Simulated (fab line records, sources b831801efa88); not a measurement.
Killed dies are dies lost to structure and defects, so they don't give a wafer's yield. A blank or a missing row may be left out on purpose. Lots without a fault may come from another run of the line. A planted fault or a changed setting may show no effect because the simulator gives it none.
Which tool did it? | flow sky130 | 12 lots, 35 wafers sampled, at 5 steps of a route of 708

WHAT THE GAUGES READ, wafer by wafer
SKY_SONOS_ONO_CD_MEAS_13: target cd 410 nm. Usual: cd_nm 410.9 nm, standard deviation 2.6.
lot  | measured     | on        | cd_nm (nm)        | flag
L215 | day 11 03:13 | cd_sem-02 | 411.0 412.3 411.4 |
L219 | day 14 06:44 | cd_sem-02 | 411.8 411.2 413.0 |
L220 | day 14 15:11 | cd_sem-01 | 408.2 407.0 407.6 |
L221 | day 14 23:55 | cd_sem-02 | 412.4 411.0 410.6 |
L223 | day 15 19:11 | cd_sem-01 | 413.7 409.0 412.3 |
L226 | day 16 18:04 | cd_sem-01 | 412.1 414.9 417.1 |
L228 | day 18 23:44 | cd_sem-02 | 407.4 406.8 407.4 |
L231 | day 19 00:21 | cd_sem-02 | 408.4 410.9 411.3 |
L230 | day 19 01:04 | cd_sem-01 | 411.7 412.3 409.6 |
L229 | day 19 01:13 | cd_sem-02 | 409.7 408.8       |
L237 | day 21 01:31 | cd_sem-01 | 407.9 410.4 409.3 |
L238 | day 21 13:10 | cd_sem-01 | 410.0 407.5 410.4 |

SKY_RES_PROTECT_TW_MEAS_08. Usual: POLY_GATE_TW 4059, standard deviation 35.
lot  | measured     | on            | POLY_GATE_TW   | flag
L215 | day 13 12:12 | film_metro-02 | 4114 4121 4094 |
L219 | day 16 20:31 | film_metro-04 | 4047 4051 4048 |
L220 | day 17 05:16 | film_metro-02 | 4112 4094 4100 |
L221 | day 17 13:34 | film_metro-02 | 4097 4081 4117 |
L223 | day 18 17:40 | film_metro-04 | 4035 4035 4048 |
L226 | day 19 15:19 | film_metro-02 | 4099 4085 4064 |
L228 | day 21 22:38 | film_metro-04 | 4046 4044 4056 |
L231 | day 21 22:54 | film_metro-02 | 4065 4057 4075 |
L230 | day 21 23:14 | film_metro-04 | 4012 4057 4052 |
L229 | day 21 23:40 | film_metro-04 | 4038 4047      |
L237 | day 23 23:25 | film_metro-02 | 4049 4056 4052 |
L238 | day 24 09:06 | film_metro-02 | 4059 4075 4063 |

SKY_LDD_HVN_OVL_MEAS_07. Usual: LDD_HVN_OVL 0.6 nm, standard deviation 1.1.
lot  | measured     | on         | LDD_HVN_OVL (nm) | flag
L215 | day 18 14:00 | overlay-01 | 0.5 0.0 1.3      |
L219 | day 22 05:07 | overlay-02 | 1.3 1.1 1.5      |
L220 | day 22 13:57 | overlay-02 | 2.4 0.4 1.9      |
L221 | day 23 00:06 | overlay-02 | 1.3 0.5 0.7      |
L223 | day 24 04:05 | overlay-02 | 0.9 0.4 1.0      |
L226 | day 25 00:30 | overlay-02 | 0.2 0.6 2.2      |
L228 | day 27 04:46 | overlay-01 | 0.6 0.9 -1.3     |
L231 | day 27 05:15 | overlay-01 | -1.2 -0.2 -0.6   |
L230 | day 27 05:34 | overlay-01 | 2.5 1.7 2.8      |
L229 | day 27 07:28 | overlay-01 | 1.5 -0.1         |
L237 | day 29 06:00 | overlay-01 | 2.2 0.7 1.7      |
L238 | day 29 10:54 | overlay-02 | 0.4 -0.4 0.5     |

WHICH TOOL RAN EACH LOT (tool, then ch and the chambers of the sampled wafers, then the start)
lot  | SKY_POLY_GATE_ETCH_17            | SKY_POLY_GATE_STRIP_18
L215 | rie_si-02 ch 0,2,3, day 14 21:43 | plasma_asher-03 ch 1, day 14 21:46
L219 | rie_si-02 ch 1,2,3, day 18 04:01 | plasma_asher-03 ch 0,1, day 18 04:04
L220 | rie_si-02 ch 0,1, day 18 14:55   | plasma_asher-03 ch 0,1, day 18 14:58
L221 | rie_si-01 ch 1,2,3, day 18 23:04 | plasma_asher-03 ch 0,1, day 18 23:07
L223 | rie_si-02 ch 0,1,3, day 20 02:43 | plasma_asher-04 ch 0,1, day 20 02:46
L226 | rie_si-01 ch 0,3, day 21 00:01   | plasma_asher-04 ch 1, day 21 00:04
L228 | rie_si-02 ch 0,2,3, day 23 07:11 | plasma_asher-03 ch 0,1, day 23 07:15
L231 | rie_si-01 ch 1,2,3, day 23 09:04 | plasma_asher-03 ch 0, day 23 09:07
L230 | rie_si-02 ch 1,3, day 23 09:20   | plasma_asher-04 ch 0,1, day 23 09:26
L229 | rie_si-02 ch 1,2, day 23 09:41   | plasma_asher-04 ch 0,1, day 23 09:45
L237 | rie_si-01 ch 0,1, day 25 08:47   | plasma_asher-03 ch 0,1, day 25 08:51
L238 | rie_si-01 ch 0,2,3, day 25 16:50 | plasma_asher-01 ch 0,1, day 25 16:53
- SKY_POLY_GATE_ETCH_17: etches poly-Si in HBr/Cl2, stops on SiO2, target depth 180 nm, time 70.5 s.
- SKY_POLY_GATE_STRIP_18: strips in O2/N2.

WHAT THE TOOLS THEMSELVES READ (means of the sampled wafers that have a number; where no wafer has one, the mark that the record gives instead)
SKY_POLY_GATE_ETCH_17. Usual: drypump_motor_current_A 5.6 A, standard deviation 0.47; mfc_cl2_sccm 50.00 sccm, standard deviation 0.17; oes_product_au 0.988 a.u., standard deviation 0.0071; throttle_valve_pct 33.684 %, standard deviation 0.0088.
lot  | tool      | drypump_motor_current_A (A) | mfc_cl2_sccm (sccm) | oes_product_au (a.u.) | throttle_valve_pct (%) | flag
L215 | rie_si-02 | 5.6                         | 50.11               | 0.991                 | 33.685                 |
L219 | rie_si-02 | 5.7                         | 49.93               | 0.998                 | 33.679                 |
L220 | rie_si-02 | 5.7                         | 49.94               | 0.991                 | 33.694                 |
L221 | rie_si-01 | 5.5                         | 49.98               | 0.986                 | 33.681                 |
L223 | rie_si-02 | 5.9                         | 50.02               | 0.995                 | 33.688                 |
L226 | rie_si-01 | 5.6                         | 50.14               | 0.969                 | 33.682                 |
L228 | rie_si-02 | 5.6                         | 49.92               | 0.992                 | 33.686                 |
L231 | rie_si-01 | 5.5                         | 50.08               | 0.993                 | 33.682                 |
L230 | rie_si-02 | 6.0                         | 49.96               | 0.990                 | 33.679                 |
L229 | rie_si-02 | 5.5                         | 49.96               | 0.992                 | 33.678                 |
L237 | rie_si-01 | 5.8                         | 49.86               | 0.995                 | 33.687                 |
L238 | rie_si-01 | 5.6                         | 50.09               | 0.981                 | 33.686                 |

SKY_POLY_GATE_STRIP_18. Usual: drypump_motor_current_A 5.6 A, standard deviation 0.44; oes_product_au 0.361 a.u., standard deviation 0.0052; strip_time_to_endpoint_s 3.160 s, standard deviation 0.027.
lot  | tool            | drypump_motor_current_A (A) | oes_product_au (a.u.) | strip_time_to_endpoint_s (s) | flag
L215 | plasma_asher-03 | 5.3                         | 0.365                 | 3.155                        |
L219 | plasma_asher-03 | 5.6                         | 0.362                 | 3.192                        |
L220 | plasma_asher-03 | 5.5                         | 0.362                 | 3.156                        |
L221 | plasma_asher-03 | 5.6                         | 0.357                 | 3.138                        |
L223 | plasma_asher-04 | 5.9                         | 0.360                 | 3.173                        |
L226 | plasma_asher-04 | 5.1                         | 0.354                 | 3.156                        |
L228 | plasma_asher-03 | 5.5                         | 0.357                 | 3.137                        |
L231 | plasma_asher-03 | 5.7                         | 0.363                 | 3.184                        |
L230 | plasma_asher-04 | 5.9                         | 0.357                 | 3.006                        | OFF
L229 | plasma_asher-04 | 5.7                         | 0.343                 | 2.978                        | OFF
L237 | plasma_asher-03 | 5.4                         | 0.364                 | 3.160                        |
L238 | plasma_asher-01 | 5.6                         | 0.361                 | 3.134                        |

THE ANSWER, worked out from the rows above alone
Rule: a lot is off if the mean of its wafers that have a number lies more than 3 standard deviations from the usual mean. A lot without any number at a reading at which 4 lots or more have one is off too. The other lots that the step has rows for count as sound. The gauges are gone through in route order, then the tools' own readings, and for those a lot's mean is taken as printed above. The first step at which some lot is off is used, and at that step the reading that is off furthest; a lot without a number counts as furthest.
Off: L230, L229, at SKY_POLY_GATE_STRIP_18 (strip_time_to_endpoint_s).
A tool fits if, at that step or a process step before it, it ran every lot that is off, and no sound lot after the first of them. Can't be told from this: 2 tools fit, rie_si-02 at SKY_POLY_GATE_ETCH_17, plasma_asher-04 at SKY_POLY_GATE_STRIP_18.

WHAT THE SIMULATOR HAD PUT IN
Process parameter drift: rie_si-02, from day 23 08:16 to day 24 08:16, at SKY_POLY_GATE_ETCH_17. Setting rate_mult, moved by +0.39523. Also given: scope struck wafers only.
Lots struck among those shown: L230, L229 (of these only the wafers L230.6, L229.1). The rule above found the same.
